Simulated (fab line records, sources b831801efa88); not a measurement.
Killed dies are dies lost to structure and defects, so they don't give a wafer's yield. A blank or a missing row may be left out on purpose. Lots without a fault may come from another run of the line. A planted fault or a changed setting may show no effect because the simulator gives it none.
A struck lot beside a sound one | flow sky130 | 21 steps out of a route of 708
Sound: wafers L129.2, L129.5, L129.6. Struck: wafers L136.1, L136.3, L136.6. The cause comes at the end.
At each step with rows: each side's tool, then ch and its chambers, then its first start. Under that, the readings that differ: sound wafers | struck wafers | difference of the means | sigmas: that difference in standard deviations of wafers without a fault.
alike: readings whose means differ by less than 2 such deviations, and words and numbers that are the same on both sides. not compared: withheld readings, readings that some wafer has no value for, bounds like >300 that may hide the same value, and numbers for which the record gives no deviation and whose values overlap.
The two part at a step that has a row with sigmas, a row that says differs or no value, or rows on one side only. Numbers that don't overlap but have no deviation are shown without sigmas and don't part them. A reading that every wafer of one side lacks parts them only if that side has two wafers or more.

first, 1 step without rows for these wafers: SKY_RES_XHIGH_IMPLANT_07.
SKY_RES_XHIGH_STRIP_08: strips in O2/N2.
  sound on plasma_asher-02 ch 0,1, day 29 12:37; struck on plasma_asher-01 ch 0,1, day 31 02:19
  alike: drypump_motor_current_A, oes_product_au, strip_time_to_endpoint_s
  not compared: rf_hours_counter_h
SKY_RES_XHIGH_TW_MEAS_09:
  sound on film_metro-03, day 29 12:44; struck on film_metro-01, day 31 02:25
  alike: RES_XHIGH_TW
then, 7 steps without rows for these wafers: SKY_SD_N_DEHYDRATE_00 (time 60 s); SKY_SD_N_HMDS_01 (prime time 60 s); SKY_SD_N_COAT_02 (resist thk 1140 nm); SKY_SD_N_SOFTBAKE_03 (time 60 s); SKY_SD_N_EXPOSE_04 (exposes mask NSDM, target cd 380 nm); SKY_SD_N_PEB_05; SKY_SD_N_DEVELOP_06 (develop time 60 s).
SKY_SD_N_CD_MEAS_07: target cd 380 nm.
  sound on cd_sem-01, day 30 14:41; struck on cd_sem-02, day 32 05:30
  reading    | sound             | struck            | difference | sigmas
  cd_nm (nm) | 384.1 384.9 382.4 | 377.9 379.3 375.6 | -6.2       | -3
SKY_SD_N_OVL_MEAS_08:
  sound on overlay-02, day 30 14:47; struck on overlay-02, day 32 05:37
  alike: SD_N_OVL
SKY_SD_N_IMPLANT_09:
  sound on implanter-01 ch 0, day 30 14:51; struck on implanter-01 ch 0, day 32 05:40
  reading                          | sound                     | struck                     | difference | sigmas
  beam_on_s (s)                    | 19.4 19.3 19.5            | 22.1 23.4 22.9             | +3.4       | +4
  end_station_pressure_torr (Torr) | 1.2e-05 1.19e-05 1.27e-05 | 4.84e-05 4.78e-05 5.36e-05 | +3.77e-05  | +47
  faraday_current_uA               | 11290 11319 11273         | 10073 9496 9789            | -1508      | -3
then, 1 step without rows for these wafers: SKY_SD_N_IMPLANT_10.
SKY_SD_N_STRIP_11: strips in O2/N2.
  sound on plasma_asher-03 ch 0,1, day 30 15:07; struck on plasma_asher-01 ch 0, day 32 05:58
  reading                      | sound             | struck            | difference | sigmas
  strip_time_to_endpoint_s (s) | 22.58 22.56 22.51 | 23.08 23.08 23.11 | +0.54      | +13
  alike: drypump_motor_current_A, oes_product_au
  not compared: rf_hours_counter_h
SKY_SD_N_TW_MEAS_12:
  sound on film_metro-03, day 30 15:14; struck on film_metro-04, day 32 06:04
  reading | sound          | struck         | difference | sigmas
  SD_N_TW | 3945 3950 3919 | 4037 4038 4052 | +104       | +4
then, 1 step without rows for these wafers: SKY_SD_N_CLEAN_13 (cleans in SC1/SC2, time 150 s).
SKY_SD_N_RTA_14: time 2 s.
  sound on rtp_anneal-02 ch 0, day 30 15:20; struck on rtp_anneal-01 ch 0, day 32 06:10
  alike: lamp_power_pct, wafer_temp_C_max
SKY_SD_N_RS_MEAS_16: measures by four-point-probe.
  sound on film_metro-04, day 30 15:31; struck on film_metro-01, day 32 06:20
  reading          | sound             | struck            | difference | sigmas
  SD_N_RS (ohm/sq) | 68.50 68.52 68.47 | 67.39 67.62 67.67 | -0.94      | -9
SKY_SD_N_RS_MEAS_17: measures by four-point-probe.
  sound on film_metro-04, day 30 15:38; struck on film_metro-01, day 32 06:28
  alike: SD_P_RS
-- the record jumps here: 16 days lie between the struck wafers' starts before and after (it left off in module SD_N and takes up again in module PAD_OPEN, whose first step shown is number 708 of the route) --
SKY_PAD_OPEN_PROBE_99:
  sound on prober-02, day 47 11:56; struck on prober-01, day 48 14:17
  reading                            | sound             | struck            | difference | sigmas
  model.etest.res_ndiff_hv.rs_ohm_sq | 114 115.1 114.4   | 109.8 110.5 111.3 | -4.0       |
  model.etest.res_ndiff.rs_ohm_sq    | 121.2 121.5 120.9 | 117.6 116.6 116.4 | -4.3       |
  alike: killed_at_M0_to_M3, killed_at_M4_up, killed_at_contacts, killed_at_front_end, killed_at_other, killed_dies, killed_on_rim, killed_open, killed_short

WHERE THEY PART
First at SKY_SD_N_CD_MEAS_07; last, within this record, at SKY_SD_N_RS_MEAS_16. Later steps at which nothing parts them and some readings are alike: SKY_SD_N_RS_MEAS_17, SKY_PAD_OPEN_PROBE_99.

WHY: what the simulator had put in
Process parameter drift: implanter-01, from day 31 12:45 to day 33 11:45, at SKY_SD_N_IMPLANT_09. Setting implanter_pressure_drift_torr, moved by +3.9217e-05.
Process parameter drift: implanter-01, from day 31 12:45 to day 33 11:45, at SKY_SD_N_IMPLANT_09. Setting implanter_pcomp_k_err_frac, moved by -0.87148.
